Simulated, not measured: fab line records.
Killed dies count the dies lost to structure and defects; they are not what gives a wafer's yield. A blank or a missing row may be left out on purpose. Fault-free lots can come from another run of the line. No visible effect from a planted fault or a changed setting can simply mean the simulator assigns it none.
Matching of chambers    flow sky130    rie_diel-04 running SKY_VIA1_ETCH_14: 4 sister chambers
The step etches BARC in N2/H2, stops on SiO2, time 45.9 s, target depth 60 nm. 8 wafers are shown with their chamber, then 7 later ones without.

== WAFERS WITH THEIR CHAMBER ==
wafer   chamber  drypump_motor_current_A (A)  throttle_valve_pct (%)
L967.4  3        5.65                         13.235
L968.2  2        6.03                         13.222
L970.5  0        5.84                         13.229
L970.6  3        5.63                         13.223
L971.5  1        6.13                         13.206
L971.6  2        6.04                         13.216
L972.1  0        5.87                         13.220
L972.2  1        6.11                         13.217

== WAFERS MISSING THEIR CHAMBER ==
wafer   drypump_motor_current_A (A)  throttle_valve_pct (%)
L972.5  5.87                         13.222
L975.3  6.13                         13.237
L975.4  6.01                         13.237
L975.5  6.14                         13.224
L978.2  6.03                         13.202
L978.3  5.64                         13.230
L978.5  6.02                         13.219

== THE CHAMBER EACH PASSED THROUGH ==
wafer   from the rows above  in truth
L972.5  0                    0
L975.3  1                    1
L975.4  2                    2
L975.5  1                    1
L978.2  2                    2
L978.3  3                    3
L978.5  2                    2
Correctly placed: 7 of 7. Number that these rows cannot place: 0. Number placed wrongly: 0.
How it was worked out, from the rows above alone: a wafer's distance from a chamber is the root of the sum, over the readings, of the square of ((its reading less the chamber's mean) divided by the reading's scatter). If the next closest chamber is less than 2 further off than the closest, the wafer can't be placed; otherwise it belongs to the closest. The mean given for a chamber averages the wafers shown for that chamber. The scatter: the root of (the sum of the squares of (reading less its chamber's mean) over the shown wafers, divided by (wafers less chambers)).
